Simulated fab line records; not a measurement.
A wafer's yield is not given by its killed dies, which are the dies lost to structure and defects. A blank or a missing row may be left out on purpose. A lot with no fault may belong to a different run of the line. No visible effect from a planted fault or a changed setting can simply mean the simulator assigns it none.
A struck lot beside a sound one + flow sky130 + 39 out of 708 route steps
Sound: wafers L962.2, L962.3, L962.5. Struck: wafer L970.3 (left out: L970.4, L970.6 of the same lot, which were not struck); the cause appears at the end.
Per side, at each step with rows, come the tool, then ch with its chambers, and then its first start. Under that, the readings that differ: sound wafers + struck wafers + difference of the means + sigmas: that difference in standard deviations of wafers without a fault.
alike: words and numbers the same on both sides, and readings whose means are apart by under 2 such deviations; not compared: readings that were withheld, readings missing a value for some wafer, numbers with overlapping values and no deviation given by the record, and bounds like >300 which may hide the same value.
A row with sigmas, a row that says differs or no value, or rows on one side alone: a step with any of these is where the two part. When numbers do not overlap yet have no deviation, they are printed without sigmas and do not part them. Lack of a reading on every wafer of one side parts them only where that side has two or more wafers.

first, 10 steps without rows for these wafers: SKY_METAL5_SPUTTER_03 (material Ti, target thk 5 nm, time 3.3 s); SKY_METAL5_SPUTTER_04 (material TiN, target thk 70 nm, time 58.3 s); SKY_METAL5_DEHYDRATE_07 (time 60 s); SKY_METAL5_HMDS_08 (prime time 60 s); SKY_METAL5_COAT_09 (resist thk 1800 nm); SKY_METAL5_SOFTBAKE_10 (time 60 s); SKY_METAL5_EXPOSE_11 (exposes mask MM5, target cd 1600 nm); SKY_METAL5_PEB_12; SKY_METAL5_DEVELOP_13 (develop time 60 s); SKY_METAL5_DESCUM_14 (chemistry O2, time 11 s).
SKY_METAL5_METAL_ETCH_15: etches the open film in Cl2/BCl3, stops on SiO2, target depth 1260 nm, time 252 s.
  sound on rie-metal-04 ch 0,1, day 45 17:02; struck on rie-metal-04 ch 1, day 47 19:11
  alike: bcl3-flow-sccm, drypump-motor-current-A, mfc-cl2-sccm, oes-product-au, throttle-valve-pct
  not compared: rf-hours-counter-h
then, 27 steps without rows for these wafers: SKY_METAL5_STRIP_16 (strips in O2/N2); SKY_METAL5_STRIP_17 (strips in post etch residue remover, time 1200 s); SKY_METAL5_CLEAN_18 (cleans in IPA, time 180 s); SKY_METAL5_CLEAN_19 (cleans in O3/DIW); SKY_PASSIVATION_CVD_00 (deposits SiO2, target thk 90 nm); SKY_PASSIVATION_CVD_02 (deposits Si3N4, target thk 540 nm); SKY_PASSIVATION_DEHYDRATE_04 (time 60 s); SKY_PASSIVATION_HMDS_05 (prime time 60 s); SKY_PASSIVATION_COAT_06 (resist thk 3000 nm); SKY_PASSIVATION_SOFTBAKE_07; SKY_PASSIVATION_EXPOSE_08 (exposes mask NSM, target cd 3000 nm); SKY_PASSIVATION_PEB_09; SKY_PASSIVATION_DEVELOP_10 (develop time 60 s); SKY_PASSIVATION_ETCH_11 (etches the open film in CF4/O2, stops on AlCu, target depth 725 nm, time 161.1 s); SKY_PASSIVATION_STRIP_12 (strips in O2/N2); SKY_PAD_OPEN_DEHYDRATE_00 (time 60 s); SKY_PAD_OPEN_HMDS_01 (prime time 60 s); SKY_PAD_OPEN_COAT_02 (resist thk 3000 nm); SKY_PAD_OPEN_SOFTBAKE_03; SKY_PAD_OPEN_EXPOSE_04 (exposes mask PDM, target cd 60000 nm); SKY_PAD_OPEN_PEB_05; SKY_PAD_OPEN_DEVELOP_06 (develop time 60 s); SKY_PAD_OPEN_ETCH_07 (etches the open film in CF4/O2, stops on AlCu, target depth 725 nm, time 161.1 s); SKY_PAD_OPEN_STRIP_08 (strips in O2/N2); SKY_PAD_OPEN_STRIP_09 (strips in post etch residue remover, time 1200 s); SKY_PAD_OPEN_CLEAN_10 (cleans in IPA, time 180 s); SKY_PAD_OPEN_CLEAN_11 (cleans in O3/DIW).
SKY_PAD_OPEN_PROBE_99:
  only the struck wafers here have rows in the record (prober-02, day 49 11:56); the sound ones have none

== WHERE THEY PART ==
SKY_PAD_OPEN_PROBE_99 only, going by this record.

WHY: the cause the simulator had injected
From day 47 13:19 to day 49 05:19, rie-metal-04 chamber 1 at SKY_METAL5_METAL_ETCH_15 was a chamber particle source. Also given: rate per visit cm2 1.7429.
